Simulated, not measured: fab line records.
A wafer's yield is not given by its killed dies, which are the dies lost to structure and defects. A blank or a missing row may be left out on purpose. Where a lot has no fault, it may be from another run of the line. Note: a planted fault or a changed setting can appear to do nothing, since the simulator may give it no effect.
Which of the tools did it?	flow sky130	42 wafers from 14 lots sampled at 3 of the route's 708 steps

WHAT THE GAUGES SHOWED, per wafer
SKY_NWELL_TW_MEAS_15. Usual: NWELL_TW 1814, standard deviation 8.7.
lot	measured	on	NWELL_TW	flag
L762	day 4 13:32	film-metro-01	1822 1829 1822	
L763	day 4 23:41	film-metro-03	1807 1801 1811	
L764	day 5 03:05	film-metro-01	1826 1812 1814	
L766	day 5 14:32	film-metro-01	1815 1813 1815	
L767	day 5 18:15	film-metro-03	1819 1809 1800	
L771	day 6 16:23	film-metro-01	1821 1820 1826	
L772	day 6 23:53	film-metro-01	1865 1852 1854 1841 1845 1853	OFF
L775	day 7 18:19	film-metro-01	1810 1809 1807	
L777	day 8 07:26	film-metro-01	1860 1867 1851 1861 1845 1853	OFF
L781	day 9 05:28	film-metro-04	1812 1822 1811	
L782	day 9 10:23	film-metro-04	1809 1805 1806	
L783	day 9 14:43	film-metro-01	1816 1824 1827	
L784	day 9 23:44	film-metro-04	1801 1806 1804	
L785	day 10 07:32	film-metro-04	1819 1803 1820	

SKY_NWELL_RS_MEAS_29: a four-point-probe measurement. Usual: NWELL_RS 624.5 ohm/sq, standard deviation 1.7.
lot	measured	on	NWELL_RS (ohm/sq)	flag
L762	day 5 07:15	film-metro-01	624.9 621.8 625.1	
L763	day 5 17:29	film-metro-04	627.9 624.6 625.0	
L764	day 5 21:16	film-metro-01	624.6 625.2 621.9	
L766	day 6 09:05	film-metro-01	626.6 625.7 626.6	
L767	day 6 14:14	film-metro-01	623.8 623.5 625.0	
L771	day 7 13:17	film-metro-03	623.3 623.6 625.1	
L772	day 7 20:41	film-metro-01	601.0 600.6 600.0 600.1 601.2 600.8	OFF
L775	day 8 15:14	film-metro-03	623.9 625.4 625.6	
L777	day 9 04:38	film-metro-01	601.5 600.8 601.9 600.8 599.9 600.9	OFF
L781	day 10 03:45	film-metro-04	622.2 622.5 621.2	
L782	day 10 09:25	film-metro-01	622.0 624.1 623.2	
L783	day 10 13:31	film-metro-01	627.2 628.0 625.8	
L784	day 10 22:57	film-metro-03	626.3 624.7 625.8	
L785	day 11 06:19	film-metro-01	627.6 626.8 627.0	

TOOL THAT RAN EACH LOT (tool first, then ch and the chambers of the sampled wafers, then the start)
lot	SKY_NWELL_IMPLANT_11
L762	implanter-04 ch 0, day 4 12:59
L763	implanter-03 ch 0, day 4 23:10
L764	implanter-02 ch 0, day 5 02:32
L766	implanter-02 ch 0, day 5 13:59
L767	implanter-03 ch 0, day 5 17:44
L771	implanter-02 ch 0, day 6 15:50
L772	implanter-02 ch 0, day 6 23:20
L775	implanter-04 ch 0, day 7 17:46
L777	implanter-02 ch 0, day 8 06:55
L781	implanter-04 ch 0, day 9 04:55
L782	implanter-04 ch 0, day 9 09:51
L783	implanter-04 ch 0, day 9 14:11
L784	implanter-04 ch 0, day 9 23:14
L785	implanter-03 ch 0, day 10 06:59
- SKY_NWELL_IMPLANT_11

WHAT THE TOOLS THEMSELVES READ (means of the sampled wafers that have a number; where no wafer has one, the mark that the record gives instead)
SKY_NWELL_IMPLANT_11. Usual: dose-ions-cm2 1.9e+13, standard deviation 2.3e+10; faraday-current-uA 107.2, standard deviation 2.1.
lot	tool	dose-ions-cm2	faraday-current-uA	flag
L762	implanter-04	1.9e+13	108.8	
L763	implanter-03	1.9e+13	107.0	
L764	implanter-02	1.9e+13	107.1	
L766	implanter-02	1.9e+13	106.4	
L767	implanter-03	1.9e+13	107.8	
L771	implanter-02	1.9e+13	106.9	
L772	implanter-02	2.0e+13	116.6	OFF
L775	implanter-04	1.9e+13	106.6	
L777	implanter-02	2.0e+13	115.8	OFF
L781	implanter-04	1.9e+13	106.7	
L782	implanter-04	1.9e+13	106.2	
L783	implanter-04	1.9e+13	110.6	
L784	implanter-04	1.9e+13	105.3	
L785	implanter-03	1.9e+13	106.7	

THE ANSWER, worked out from the rows above alone
Rule: take the mean of a lot's wafers that have a number; if it is more than 3 standard deviations from the usual mean, the lot is off. Also off: a lot with no number at a reading for which 4 or more lots have one. All remaining lots with rows at the step are treated as sound. Order of review: gauges by route order, followed by the tools' own readings, for which a lot's mean as printed above is used. The first step at which some lot is off is used, and at that step the reading that is off furthest; a lot without a number counts as furthest.
Off: L772, L777, seen at SKY_NWELL_TW_MEAS_15 (NWELL_TW).
If a tool, at a process step before that reading, ran all the lots that are off and no sound lot after the first of them, it fits. Not tried: the gauges at SKY_NWELL_TW_MEAS_15; whatever is off there is also off at SKY_NWELL_IMPLANT_11, on other tools, and gauge error can't account for it. One candidate fits, namely implanter-02 at SKY_NWELL_IMPLANT_11. Its last sound lot is L771 (day 6 15:50), its first lot that is off L772 (day 6 23:20): a fault that began between those two fits.
The tool's own readings at SKY_NWELL_IMPLANT_11 bear it out: on the lots that are off they differ by more than 5 times the standard deviation of the sound lots' means. dose-ions-cm2 reads 2.0e+13 there against 1.9e+13 on the sound lots; faraday-current-uA reads 116.2 there against 107.2 on the sound lots.

WHAT THE SIMULATOR HAD INSERTED
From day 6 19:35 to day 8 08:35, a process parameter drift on implanter-02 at SKY_NWELL_IMPLANT_11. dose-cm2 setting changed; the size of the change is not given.
Struck lots among those shown: L772, L777. The rule above reached the same finding.
